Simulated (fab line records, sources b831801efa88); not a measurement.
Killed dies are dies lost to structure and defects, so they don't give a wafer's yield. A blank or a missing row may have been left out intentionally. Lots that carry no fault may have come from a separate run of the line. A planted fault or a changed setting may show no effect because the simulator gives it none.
fab line records + flow sky130 + part 2 of 2: steps 26 to 36 of 36
[record]
- lots = 5
- wafers = 15
- last_day = 50
route steps=708 shown VIA3@579 METAL4@598 CAP2M@603
lots that met no fault: taken from a fault-free run of the same line
start_h: hours from the record's opening day to when the first of the lot's shown wafers began + wait_h: hours elapsed since this lot's preceding step + " as in the row above + L1.1+2: a single row standing in for several wafers + - value missing, or start not given + * or withheld: withheld + < > ~ a bound
route shown NAME@n: NAME is a module with steps in the file, n the number in the route of the first one + usual: the fault-free wafers' mean and standard deviation + same: alike in all rows + chamber/n: place in a boat + sites: the reading at each site + _std_site: the standard deviation of these + _edge_site: outer sites' mean less inner sites' + radius_mm: for every site, how far away it sits from the centre of the wafer + mask NAME#n: copy n + behind: the last tool/chamber to shape the wafer + hold: the reason the lot was held/the length of the hold in hours/how it ended + device: whichever transistor did not switch (one of n, p or np) + end of line: the same wafers' tests at the end of the route + step lacking rows: just its recipe + killed: not the wafer's yield, but the dies lost to structure and defects at the first sort + map: a wafer's dies, marking killed ones x, the rest . and places with no die _
set.NAME: the setting that was run; set.NAME@STEP: the one run at that earlier step + model.NAME: the simulator's own value behind a step, which no gauge read
certain route steps with their lots: each step a table, each wafer a row
services: the hour from which a tool's chamber was out of use, counted from the record's first day as start_h (under 0 if before that day), plus the number of hours and why
[[steps]]
[step SKY_CAP2M_THK_MEAS_01]
[recipe]
- reads = SiO2_of_CAP2M_CVD_00
[usual]
- CAP2M_CVD_00_THK = 15.44/0.2
| lot.wafer | tool          | chamber | start_h | wait_h | CAP2M_CVD_00_THK[nm] |
|-----------|---------------|---------|---------|--------|----------------------|
| L081.4    | film_metro-01 | -       | 986.56  | -      | 15.78                |
| L081.5    | "             | -       | "       | "      | 15.52                |
| L081.6    | "             | -       | "       | "      | 15.58                |
| L093.1    | film_metro-01 | -       | 1058.35 | -      | 15.35                |
| L093.5    | "             | -       | "       | "      | 15.71                |
| L093.6    | "             | -       | "       | "      | 15.64                |
| L094.1    | film_metro-04 | -       | 1065.99 | -      | 15.39                |
| L094.3    | "             | -       | "       | "      | 15.38                |
| L094.4    | "             | -       | "       | "      | 15.64                |
| L095.2    | film_metro-02 | -       | 1073.34 | -      | 15.29                |
| L095.5    | "             | -       | "       | "      | 15.88                |
| L095.6    | "             | -       | "       | "      | 15.57                |
| L096.1    | film_metro-04 | -       | 1078.86 | -      | 15.29                |
| L096.2    | "             | -       | "       | "      | 15.44                |
| L096.3    | "             | -       | "       | "      | 15.47                |
[step SKY_CAP2M_SPUTTER_02]
[recipe]
- material = TiN
- target_thk_nm = 200
- temp_c = 300
- power_w = 6500
- time_s = 166.7
- chamber_pressure_pa = 0.4
[usual]
- throttle_valve_pct = 30.5/1.5
| lot.wafer | tool           | chamber | start_h | wait_h | throttle_valve_pct |
|-----------|----------------|---------|---------|--------|--------------------|
| L081.4    | pvd_sputter-04 | -       | 986.59  | 0.0    | 28.6               |
| L081.5    | "              | -       | "       | "      | 31.8               |
| L081.6    | "              | -       | "       | "      | 29.5               |
| L093.1    | pvd_sputter-04 | -       | 1058.41 | 0.1    | 31.6               |
| L093.5    | "              | -       | "       | "      | 29.7               |
| L093.6    | "              | -       | "       | "      | 32.0               |
| L094.1    | pvd_sputter-03 | -       | 1066.05 | 0.1    | 31.4               |
| L094.3    | "              | -       | "       | "      | 29.5               |
| L094.4    | "              | -       | "       | "      | 31.6               |
| L095.2    | pvd_sputter-04 | -       | 1073.39 | 0.0    | 29.9               |
| L095.5    | "              | -       | "       | "      | 28.3               |
| L095.6    | "              | -       | "       | "      | 32.0               |
| L096.1    | pvd_sputter-03 | -       | 1078.92 | 0.1    | 33.1               |
| L096.2    | "              | -       | "       | "      | 29.7               |
| L096.3    | "              | -       | "       | "      | 29.3               |
[step SKY_CAP2M_RS_MEAS_03]
[recipe]
- thk_meas_gauge = four-point-probe
- reads = TiN_of_CAP2M_SPUTTER_02
[usual]
- CAP2M_TIN_RS = 6.92/0.06
| lot.wafer | tool          | chamber | start_h | wait_h | CAP2M_TIN_RS[ohm/sq] |
|-----------|---------------|---------|---------|--------|----------------------|
| L081.4    | film_metro-04 | -       | 986.75  | 0.1    | 6.84                 |
| L081.5    | "             | -       | "       | "      | 6.86                 |
| L081.6    | "             | -       | "       | "      | 6.82                 |
| L093.1    | film_metro-04 | -       | 1058.52 | 0.1    | 6.92                 |
| L093.5    | "             | -       | "       | "      | 6.98                 |
| L093.6    | "             | -       | "       | "      | 6.87                 |
| L094.1    | film_metro-01 | -       | 1066.16 | 0.1    | 6.94                 |
| L094.3    | "             | -       | "       | "      | 7.03                 |
| L094.4    | "             | -       | "       | "      | 6.93                 |
| L095.2    | film_metro-04 | -       | 1073.52 | 0.1    | 6.97                 |
| L095.5    | "             | -       | "       | "      | 6.96                 |
| L095.6    | "             | -       | "       | "      | 6.95                 |
| L096.1    | film_metro-01 | -       | 1079.02 | 0.1    | 6.91                 |
| L096.2    | "             | -       | "       | "      | 6.89                 |
| L096.3    | "             | -       | "       | "      | 6.93                 |
[step SKY_CAP2M_THK_MEAS_04]
[recipe]
- thk_meas_gauge = xrf
- reads = TiN_of_CAP2M_SPUTTER_02
[usual]
- CAP2M_TIN_THK = 201.9/1.8
| lot.wafer | tool          | chamber | start_h | wait_h | CAP2M_TIN_THK[nm] |
|-----------|---------------|---------|---------|--------|-------------------|
| L081.4    | film_metro-04 | -       | 986.84  | 0.1    | 204.9             |
| L081.5    | "             | -       | "       | "      | 203.3             |
| L081.6    | "             | -       | "       | "      | 205.5             |
| L093.1    | film_metro-04 | -       | 1058.64 | 0.1    | 202.1             |
| L093.5    | "             | -       | "       | "      | 200.2             |
| L093.6    | "             | -       | "       | "      | 202.6             |
| L094.1    | film_metro-01 | -       | 1066.28 | 0.1    | 201.9             |
| L094.3    | "             | -       | "       | "      | 199.7             |
| L094.4    | "             | -       | "       | "      | 203.0             |
| L095.2    | film_metro-04 | -       | 1073.63 | 0.1    | 200.0             |
| L095.5    | "             | -       | "       | "      | 199.6             |
| L095.6    | "             | -       | "       | "      | 201.5             |
| L096.1    | film_metro-01 | -       | 1079.14 | 0.1    | 203.0             |
| L096.2    | "             | -       | "       | "      | 205.2             |
| L096.3    | "             | -       | "       | "      | 203.1             |
[step SKY_CAP2M_DEHYDRATE_05]
[recipe]
- temp_c = 200
- time_s = 60
[usual]
- exhaust_pa = 44.9/0.95
| lot.wafer | tool           | chamber | start_h | wait_h | exhaust_pa |
|-----------|----------------|---------|---------|--------|------------|
| L081.4    | litho_track-02 | 0       | 997.36  | 10.5   | 44.6       |
| L081.5    | "              | 0       | "       | "      | 45.2       |
| L081.6    | "              | 0       | "       | "      | 43.9       |
| L093.1    | litho_track-03 | 0       | 1068.60 | 9.9    | 44.9       |
| L093.5    | "              | 0       | "       | "      | 45.1       |
| L093.6    | "              | 0       | "       | "      | 44.1       |
| L094.1    | litho_track-02 | 0       | 1075.73 | 9.4    | 45.4       |
| L094.3    | "              | 0       | "       | "      | 44.6       |
| L094.4    | "              | 0       | "       | "      | 44.9       |
| L095.2    | litho_track-03 | 0       | 1084.17 | 10.5   | 42.8       |
| L095.5    | "              | 0       | "       | "      | 44.5       |
| L095.6    | "              | 0       | "       | "      | 42.7       |
| L096.1    | litho_track-02 | 0       | 1089.83 | 10.7   | 44.5       |
| L096.2    | "              | 0       | "       | "      | 46.3       |
| L096.3    | "              | 0       | "       | "      | 45.4       |
[step SKY_CAP2M_HMDS_06]
[recipe]
- prime_time_s = 60
- prime_temp_c = 120
[usual]
- exhaust_pa = 44.9/0.86
| lot.wafer | tool           | chamber | start_h | wait_h | exhaust_pa |
|-----------|----------------|---------|---------|--------|------------|
| L081.4    | litho_track-02 | 0       | 997.51  | 0.1    | 45.1       |
| L081.5    | "              | 0       | "       | "      | 44.7       |
| L081.6    | "              | 0       | "       | "      | 44.6       |
| L093.1    | litho_track-03 | 0       | 1068.75 | 0.1    | 43.9       |
| L093.5    | "              | 0       | "       | "      | 44.5       |
| L093.6    | "              | 0       | "       | "      | 43.2       |
| L094.1    | litho_track-02 | 0       | 1075.88 | 0.1    | 45.3       |
| L094.3    | "              | 0       | "       | "      | 44.5       |
| L094.4    | "              | 0       | "       | "      | 46.7       |
| L095.2    | litho_track-03 | 0       | 1084.32 | 0.1    | 45.4       |
| L095.5    | "              | 0       | "       | "      | 45.7       |
| L095.6    | "              | 0       | "       | "      | 44.7       |
| L096.1    | litho_track-02 | 0       | 1089.98 | 0.1    | 45.2       |
| L096.2    | "              | 0       | "       | "      | 44.5       |
| L096.3    | "              | 0       | "       | "      | 44.1       |
[step SKY_CAP2M_COAT_07]
[recipe]
- resist = NOVOLAK
- spin_rpm = 3000
- resist_thk_nm = 1140
[usual]
- exhaust_pa = 45.0/0.84
| lot.wafer | tool           | chamber | start_h | wait_h | exhaust_pa |
|-----------|----------------|---------|---------|--------|------------|
| L081.4    | litho_track-02 | 0       | 997.66  | 0.1    | 46.7       |
| L081.5    | "              | 0       | "       | "      | 45.2       |
| L081.6    | "              | 0       | "       | "      | 46.5       |
| L093.1    | litho_track-03 | 0       | 1068.90 | 0.1    | 44.8       |
| L093.5    | "              | 0       | "       | "      | 45.9       |
| L093.6    | "              | 0       | "       | "      | 45.7       |
| L094.1    | litho_track-02 | 0       | 1076.03 | 0.1    | 44.6       |
| L094.3    | "              | 0       | "       | "      | 45.5       |
| L094.4    | "              | 0       | "       | "      | 45.7       |
| L095.2    | litho_track-03 | 0       | 1084.47 | 0.1    | 46.0       |
| L095.5    | "              | 0       | "       | "      | 43.4       |
| L095.6    | "              | 0       | "       | "      | 44.4       |
| L096.1    | litho_track-02 | 0       | 1090.13 | 0.1    | 46.2       |
| L096.2    | "              | 0       | "       | "      | 45.8       |
| L096.3    | "              | 0       | "       | "      | 46.1       |
[step SKY_CAP2M_SOFTBAKE_08]
[recipe]
- temp_c = 90
- time_s = 60
- resist = NOVOLAK
[usual]
- exhaust_pa = 44.9/0.79
| lot.wafer | tool           | chamber | start_h | wait_h | exhaust_pa |
|-----------|----------------|---------|---------|--------|------------|
| L081.4    | litho_track-02 | 0       | 997.81  | 0.1    | 44.2       |
| L081.5    | "              | 0       | "       | "      | 43.3       |
| L081.6    | "              | 0       | "       | "      | 43.9       |
| L093.1    | litho_track-03 | 0       | 1069.05 | 0.1    | 44.4       |
| L093.5    | "              | 0       | "       | "      | 45.4       |
| L093.6    | "              | 0       | "       | "      | 44.6       |
| L094.1    | litho_track-02 | 0       | 1076.18 | 0.1    | 45.9       |
| L094.3    | "              | 0       | "       | "      | 45.7       |
| L094.4    | "              | 0       | "       | "      | 44.4       |
| L095.2    | litho_track-03 | 0       | 1084.62 | 0.1    | 46.1       |
| L095.5    | "              | 0       | "       | "      | 44.4       |
| L095.6    | "              | 0       | "       | "      | 46.9       |
| L096.1    | litho_track-02 | 0       | 1090.28 | 0.1    | 45.1       |
| L096.2    | "              | 0       | "       | "      | 44.4       |
| L096.3    | "              | 0       | "       | "      | 44.9       |
[step SKY_CAP2M_EXPOSE_09]
[recipe]
- mask_id = CAP2M
- na = 0.6
- source_shape = conventional
- sigma_outer = 0.6
- polarization = unpolarized
- target_cd_nm = 1000
- dose_mj = 159
[usual]
- reticle_temp_C = 22.99/0.1
| lot.wafer | tool             | chamber | start_h | wait_h | mask    | reticle_temp_C |
|-----------|------------------|---------|---------|--------|---------|----------------|
| L081.4    | iline_stepper-02 | 0       | -       | -      | CAP2M#0 | 22.85          |
| L081.5    | "                | 0       | "       | "      | CAP2M#0 | 22.79          |
| L081.6    | "                | 0       | "       | "      | CAP2M#0 | 22.90          |
| L093.1    | iline_stepper-02 | 0       | -       | -      | CAP2M#0 | 23.11          |
| L093.5    | "                | 0       | "       | "      | CAP2M#0 | 22.85          |
| L093.6    | "                | 0       | "       | "      | CAP2M#0 | 22.98          |
| L094.1    | iline_stepper-01 | 0       | -       | -      | CAP2M#0 | 23.09          |
| L094.3    | "                | 0       | "       | "      | CAP2M#0 | 22.93          |
| L094.4    | "                | 0       | "       | "      | CAP2M#0 | 22.97          |
| L095.2    | iline_stepper-01 | 0       | -       | -      | CAP2M#0 | 23.08          |
| L095.5    | "                | 0       | "       | "      | CAP2M#0 | 22.98          |
| L095.6    | "                | 0       | "       | "      | CAP2M#0 | 23.23          |
| L096.1    | iline_stepper-02 | 0       | -       | -      | CAP2M#0 | 22.91          |
| L096.2    | "                | 0       | "       | "      | CAP2M#0 | 22.93          |
| L096.3    | "                | 0       | "       | "      | CAP2M#0 | 22.69          |
[step SKY_CAP2M_PEB_10]
[recipe]
- temp_c = withheld
- time_s = *
- resist = NOVOLAK
[usual]
- exhaust_pa = 44.8/0.83
| lot.wafer | tool           | chamber | start_h | wait_h | exhaust_pa |
|-----------|----------------|---------|---------|--------|------------|
| L081.4    | litho_track-01 | 0       | -       | -      | 47.0       |
| L081.5    | "              | 0       | "       | "      | 44.9       |
| L081.6    | "              | 0       | "       | "      | 45.0       |
| L093.1    | litho_track-01 | 0       | -       | -      | 42.6       |
| L093.5    | "              | 0       | "       | "      | 44.1       |
| L093.6    | "              | 0       | "       | "      | 44.7       |
| L094.1    | litho_track-03 | 0       | -       | -      | 44.3       |
| L094.3    | "              | 0       | "       | "      | 45.0       |
| L094.4    | "              | 0       | "       | "      | 44.3       |
| L095.2    | litho_track-02 | 0       | -       | -      | 45.6       |
| L095.5    | "              | 0       | "       | "      | 44.7       |
| L095.6    | "              | 0       | "       | "      | 46.7       |
| L096.1    | litho_track-01 | 0       | -       | -      | 44.5       |
| L096.2    | "              | 0       | "       | "      | 44.9       |
| L096.3    | "              | 0       | "       | "      | 44.3       |
[step SKY_CAP2M_DEVELOP_11]
[recipe]
- resist = NOVOLAK
- developer = TMAH
- develop_time_s = 60
- dev_temp_c = 23
[usual]
- exhaust_pa = 45.3/0.95
| lot.wafer | tool           | chamber | start_h | wait_h | exhaust_pa |
|-----------|----------------|---------|---------|--------|------------|
| L081.4    | litho_track-01 | 0       | 1009.28 | 0.1    | 46.2       |
| L081.5    | "              | 0       | "       | "      | 46.2       |
| L081.6    | "              | 0       | "       | "      | 45.5       |
| L093.1    | litho_track-01 | 0       | 1079.90 | 0.1    | 45.1       |
| L093.5    | "              | 0       | "       | "      | 46.0       |
| L093.6    | "              | 0       | "       | "      | 44.1       |
| L094.1    | litho_track-03 | 0       | 1087.80 | 0.1    | 45.0       |
| L094.3    | "              | 0       | "       | "      | 45.9       |
| L094.4    | "              | 0       | "       | "      | 45.5       |
| L095.2    | litho_track-02 | 0       | 1094.96 | 0.1    | 45.6       |
| L095.5    | "              | 0       | "       | "      | 43.9       |
| L095.6    | "              | 0       | "       | "      | 43.7       |
| L096.1    | litho_track-01 | 0       | 1100.15 | 0.1    | 44.9       |
| L096.2    | "              | 0       | "       | "      | 45.2       |
| L096.3    | "              | 0       | "       | "      | 45.7       |
[[services]]
| tool             | chamber | start_h | hours | kind   |
|------------------|---------|---------|-------|--------|
| rie_diel-01      | -       | 955.43  | 2.8   | pm     |
| krf_scanner-01   | -       | 956.81  | 0.2   | repair |
| pvd_sputter-01   | -       | 957.74  | 1.2   | repair |
| pvd_sputter-03   | -       | 958.76  | 12.5  | repair |
| rie_diel-02      | -       | 963.34  | 2.8   | pm     |
| krf_scanner-02   | -       | 964.31  | 3.8   | repair |
| iline_stepper-01 | -       | 967.48  | 1.7   | pm     |
| cmp-02           | -       | 970.90  | 11.5  | pm     |
| pecvd-03         | -       | 982.82  | 2.8   | pm     |
| pecvd-02         | 1       | 987.38  | 10.7  | repair |
| pvd_sputter-01   | -       | 988.33  | 20.5  | repair |
| pecvd-03         | 2       | 989.75  | 4.5   | repair |
| cmp-01           | -       | 991.06  | 3.6   | repair |
| krf_scanner-01   | -       | 1000.99 | 1.3   | pm     |
| krf_scanner-01   | -       | 1005.66 | 1.0   | pm     |
| cmp-02           | -       | 1009.17 | 2.3   | repair |
| cmp-02           | -       | 1026.43 | 2.1   | repair |
| rie_diel-02      | 2       | 1042.07 | 14.4  | repair |
| pvd_sputter-03   | -       | 1049.97 | 4.4   | repair |
| pvd_sputter-02   | -       | 1054.55 | 13.2  | repair |
| rie_diel-01      | 3       | 1059.85 | 4.8   | repair |
| pvd_sputter-03   | -       | 1068.77 | 4.7   | repair |
| krf_scanner-01   | -       | 1073.72 | 0.2   | repair |
| iline_stepper-02 | -       | 1075.35 | 9.3   | repair |
